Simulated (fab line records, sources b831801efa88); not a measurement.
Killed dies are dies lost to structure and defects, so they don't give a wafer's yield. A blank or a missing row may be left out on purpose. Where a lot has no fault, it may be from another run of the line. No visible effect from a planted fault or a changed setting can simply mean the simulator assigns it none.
Problem report, 8D (eight disciplines) form, completed by code || flow sky130 || the parts of the form that need people (team, actions taken, sign-off) are left out

## 1. PROBLEM STATEMENT
oesProductAu at SKY_GATE_OXIDE_STRIP_13 reads a mean of 0.876 a.u. on 3 wafers of 1 lot; wafers without a fault read 0.716 a.u. with a standard deviation of 0.0039. That puts it +41 standard deviations away from the usual mean.
The step: strips in O2/N2.
Seen first at day 14 15:59 on plasmaAsher-01, wafer L719.2. The record holds 39 wafers of 13 lots with a number at this step. Rule for "out" (also "out of limits"): further than 4 standard deviations from the usual mean. All remaining wafers that have a number are taken as sound.

## 2. WHAT IT IS AND WHAT IT IS NOT
{"question": "which readings at this step", "is": "oesProductAu", "is not": "drypumpMotorCurrentA"}
{"question": "which lots", "is": "L719", "is not": "L716, L717, L718, L728, L729, L730, L731, L733, L734, L735, L737, L739"}
{"question": "which wafers of those lots", "is": "all that have a number", "is not": "-"}
{"question": "read on which tools", "is": "plasmaAsher-01", "is not": "plasmaAsher-02, plasmaAsher-03"}
{"question": "when", "is": "from day 14 15:59", "is not": "up to then (9 sound wafers); but 27 sound wafers of L728, L729, L730, L731, L733, L734, L735, L737, L739 came after"}

## 3. SUSPECTS, AND WHAT RULES EACH OUT
Counting: any tool at a process step up to the reading is kept as a suspect provided that every lot that is out went through it and no sound lot did after the first of them.
- plasmaAsher-01 at SKY_VT_ADJUST_NCORE_STRIP_10 (strips in O2/N2): ruled out as a lasting fault. Sound lots L734, L735 ran on it after its first lot that is out, L719 (day 9 07:43).
- plasmaAsher-01 at SKY_GATE_OXIDE_STRIP_13 (strips in O2/N2): ruled out as a lasting fault. Sound lots L728, L729, L734, L737 ran on it after its first lot that is out, L719 (day 14 15:59).
Left after counting: nothing in the record.

## 4. THE CAUSE (what the simulator had put in)
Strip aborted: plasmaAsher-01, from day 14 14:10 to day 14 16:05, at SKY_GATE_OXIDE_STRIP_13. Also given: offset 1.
Counting ruled it out, wrongly.

## 5. SEQUENCE OF EFFECTS, ordered by route
Each row: a reading where the mean over the struck wafers with a number is more than 3 standard deviations away from the usual. Readings are gone through only where the record gives a usual standard deviation; hours: the median, over the lots, of the time from a lot's start at the first step in this table giving one to that lot's start at this step; sigmas: the change measured in usual standard deviations.
{"hours": 0, "step": "SKY_GATE_OXIDE_STRIP_13", "reading": "oesProductAu", "usual": "0.716 a.u.", "on struck wafers": 0.876, "change": "+0.160", "sigmas": "+41"}
{"hours": 767, "step": "SKY_PAD_OPEN_PROBE_99", "reading": "killedAtFrontEnd", "usual": 15, "on struck wafers": 427, "change": "+412", "sigmas": "+92"}
{"hours": 767, "step": "SKY_PAD_OPEN_PROBE_99", "reading": "killedDies", "usual": 85, "on struck wafers": 492, "change": "+407", "sigmas": "+42"}
{"hours": 767, "step": "SKY_PAD_OPEN_PROBE_99", "reading": "killedOnRim", "usual": 17, "on struck wafers": 96, "change": "+79", "sigmas": "+24"}
Here are the process steps it includes:
- SKY_GATE_OXIDE_STRIP_13: strips in O2/N2.
- SKY_PAD_OPEN_PROBE_99
Readings that are blank on the struck wafers while sound wafers have them: stripTimeToEndpointS at SKY_GATE_OXIDE_STRIP_13.

## 6. HOW IT WOULD HAVE BEEN CAUGHT EARLIER
First out-of-limits reading in this record: day 14 15:59, which is 2 hours after fault onset at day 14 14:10.
